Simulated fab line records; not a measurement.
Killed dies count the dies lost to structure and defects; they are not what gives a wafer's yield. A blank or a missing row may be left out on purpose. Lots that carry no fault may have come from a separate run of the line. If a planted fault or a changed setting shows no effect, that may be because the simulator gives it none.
The tool behind it: which one? | flow sky130 | Sampling: 14 lots, 42 wafers, 3 of 708 route steps

== WHAT THE GAUGES READ, wafer by wafer ==
SKY_VT_ADJUST_NCORE_CD_MEAS_07: the cd target is 380 nm.
lot  | measured     | on       | cdNm (nm)
L712 | day 8 18:09  | cdSem-01 | 383.0 383.2 382.2
L713 | day 8 23:07  | cdSem-02 | 380.1 379.1 381.8
L714 | day 9 06:36  | cdSem-02 | 381.1 380.5 383.2
L715 | day 9 13:49  | cdSem-01 | 375.6 378.8 377.0
L716 | day 9 20:19  | cdSem-01 | 385.8 385.5 386.2
L717 | day 10 04:16 | cdSem-02 | 379.1 380.6 381.4
L718 | day 10 08:51 | cdSem-02 | 378.1 379.8 380.4
L720 | day 11 06:24 | cdSem-02 | 380.8 379.4 379.8
L721 | day 11 06:42 | cdSem-02 | 380.8 384.6 382.4
L723 | day 11 20:51 | cdSem-02 | 373.8 374.5 379.8
L724 | day 12 04:14 | cdSem-02 | 380.2 380.4 382.7
L725 | day 12 09:20 | cdSem-02 | 378.0 379.1 379.2
L734 | day 15 04:21 | cdSem-02 | 377.5 378.0 379.2
L735 | day 15 10:21 | cdSem-02 | 376.6 377.4 378.1

SKY_VT_ADJUST_NCORE_OVL_MEAS_08.
lot  | measured     | on         | VT_ADJUST_NCORE_OVL (nm)
L712 | day 8 18:16  | overlay-02 | 3.7 3.2 3.3
L713 | day 8 23:11  | overlay-02 | -1.9 -0.8 -2.0
L714 | day 9 06:43  | overlay-02 | 0.0 1.0 1.3
L715 | day 9 13:55  | overlay-02 | -0.9 -1.3 -0.6
L716 | day 9 20:25  | overlay-01 | 0.6 -0.1 1.0
L717 | day 10 04:20 | overlay-01 | 3.0 3.2 3.8
L718 | day 10 08:58 | overlay-02 | 0.6 0.6 0.7
L720 | day 11 06:31 | overlay-01 | -0.6 -1.5 -0.4
L721 | day 11 06:49 | overlay-02 | -1.3 -1.0 -1.1
L723 | day 11 20:58 | overlay-01 | 0.7 -0.3 -0.4
L724 | day 12 04:21 | overlay-02 | 1.1 2.3 2.0
L725 | day 12 09:27 | overlay-02 | -1.4 -1.5 -2.6
L734 | day 15 04:28 | overlay-01 | -0.9 0.7 -0.9
L735 | day 15 10:28 | overlay-02 | 2.2 1.9 2.1

SKY_VT_ADJUST_NCORE_TW_MEAS_11.
lot  | measured     | on           | VT_ADJUST_NCORE_TW
L712 | day 8 18:33  | filmMetro-01 | 220.5 220.2 221.3
L713 | day 8 23:29  | filmMetro-03 | 216.5 216.2 215.7
L714 | day 9 07:00  | filmMetro-04 | 216.0 214.1 215.7
L715 | day 9 14:13  | filmMetro-04 | 216.3 216.5 217.4
L716 | day 9 20:43  | filmMetro-01 | 223.2 222.7 223.7
L717 | day 10 04:38 | filmMetro-01 | 221.3 221.2 219.0
L718 | day 10 09:17 | filmMetro-01 | 221.3 220.6 220.2
L720 | day 11 06:48 | filmMetro-04 | 217.9 217.6 217.5
L721 | day 11 07:06 | filmMetro-03 | 215.8 214.7 214.8
L723 | day 11 21:15 | filmMetro-03 | 216.3 216.1 214.8
L724 | day 12 04:38 | filmMetro-04 | 216.6 216.5 217.1
L725 | day 12 09:44 | filmMetro-03 | 215.0 215.8 214.3
L734 | day 15 04:45 | filmMetro-04 | 217.0 217.3 217.8
L735 | day 15 10:45 | filmMetro-01 | 221.9 220.5 219.9

== EACH LOT AND THE TOOL THAT RAN IT (in order: tool; ch and the chambers of the sampled wafers; start) ==
The record shows no process step preceding these readings.

== WHAT THE TOOLS THEMSELVES READ (means of the sampled wafers that have a number; where no wafer has one, the mark that the record gives instead) ==
The record holds no such reading with a usual standard deviation.

== THE ANSWER, worked out from the rows above alone ==
Rule: the lots themselves supply what counts as usual. The widest of any qualifying gaps counts: lots, ordered by their means at a reading, are off when they make up no more than a third of the lots, leave a main group of 4 or more, and stand apart from it by 3 or more times the standard deviation of that group's means. Not used: any main group whose means are identical at the precision the tables above print for the reading. Also off: a lot with no number at a reading for which 4 or more lots have one. The other lots that the step has rows for count as sound. First the gauges in route order, then the tools' own readings, where a lot's mean is used as printed above. At the first step where some lot is off, the reading lying furthest off is the one used; lots without a number count as furthest.
No lot is off on any of the readings shown, so nothing can be concluded from this.

== WHAT THE SIMULATOR HAD INSERTED ==
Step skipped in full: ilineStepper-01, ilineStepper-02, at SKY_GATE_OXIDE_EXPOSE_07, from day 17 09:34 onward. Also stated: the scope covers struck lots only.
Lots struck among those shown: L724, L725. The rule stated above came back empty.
